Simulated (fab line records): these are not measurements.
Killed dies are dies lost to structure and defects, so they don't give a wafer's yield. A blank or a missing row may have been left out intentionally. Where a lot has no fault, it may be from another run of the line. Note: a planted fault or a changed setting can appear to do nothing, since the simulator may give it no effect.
Problem report, 8D (eight disciplines) form, completed by code	flow sky130	the parts of the form that need people (team, actions taken, sign-off) are left out

1. THE ISSUE
cathodeDcPowerW at SKY_METAL5_SPUTTER_04 reads a mean of 6795.3 W on 6 wafers of 2 lots; wafers without a fault read 6499.9 W with a standard deviation of 1.2. That is +99 or more standard deviations from the usual mean.
The step: material TiN, target thk 70 nm, time 58.3 s.
First observed at day 48 00:56: wafer L834.3, on pvdSputter-04. At this step, 18 wafers from 6 lots have a number in the record. Rule for "out", or "out of limits": more than 4 standard deviations from the usual mean. The rest of the wafers with a number are treated as sound.

2. WHAT IT IS AND WHAT IT IS NOT
question	is	is not
which readings at this step	cathodeDcPowerW	throttleValvePct
which lots	L834, L835	L820, L824, L827, L838
which wafers of those lots	all that have a number	-
read on which tools	pvdSputter-04	pvdSputter-02, pvdSputter-03
when	from day 48 00:56	up to then (9 sound wafers); but 3 sound wafers of L838 came after

3. WHAT RULES OUT EACH SUSPECT
Counting: any tool at a process step up to the reading is kept as a suspect provided that every lot that is out went through it and no sound lot did after the first of them.
- pvdSputter-04 at SKY_METAL5_SPUTTER_03 (material Ti, target thk 5 nm, time 3.3 s): kept. It ran every lot that is out, first L834 (day 48 00:55), and no sound lot after that; its last sound lot up to then is L820 (day 44 11:04).
- pvdSputter-04 at SKY_METAL5_SPUTTER_04 (material TiN, target thk 70 nm, time 58.3 s): kept. It ran every lot that is out, first L834 (day 48 00:56), and no sound lot after that; its last sound lot up to then is L820 (day 44 11:05). Its own readings are out on those wafers: cathodeDcPowerW.
Left after counting: pvdSputter-04 at SKY_METAL5_SPUTTER_03, pvdSputter-04 at SKY_METAL5_SPUTTER_04.

4. THE CAUSE (what the simulator had put in)
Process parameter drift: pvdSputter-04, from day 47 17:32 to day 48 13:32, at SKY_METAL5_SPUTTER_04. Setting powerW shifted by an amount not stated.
Counting left 2 suspects, and this tool is among them.

5. THE CHAIN OF EFFECTS, in route order
Each row: a reading whose mean over the struck wafers that have a number lies more than 3 standard deviations from the usual. Only readings for which the record gives a usual standard deviation are gone through. hours: the time from each lot's start at the first step in this table that gives one to its start at this step, as a median over the lots. sigmas: the change in usual standard deviations.
hours	step	reading	usual	on struck wafers	change	sigmas
0	SKY_METAL5_SPUTTER_04	cathodeDcPowerW	6499.9 W	6795.3	+295.4	+99 or more
It contains these process steps:
- SKY_METAL5_SPUTTER_04: material TiN, target thk 70 nm, time 58.3 s.
Later steps that measure or inspect, where all struck wafers having a row at the step show a number for every such reading and not one has moved that far: SKY_METAL5_RS_MEAS_05, SKY_METAL5_THK_MEAS_06.

6. HOW IT WOULD HAVE BEEN CAUGHT EARLIER
In this record the first reading out of limits was taken at day 48 00:56, 7 hours after the fault began at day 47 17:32.
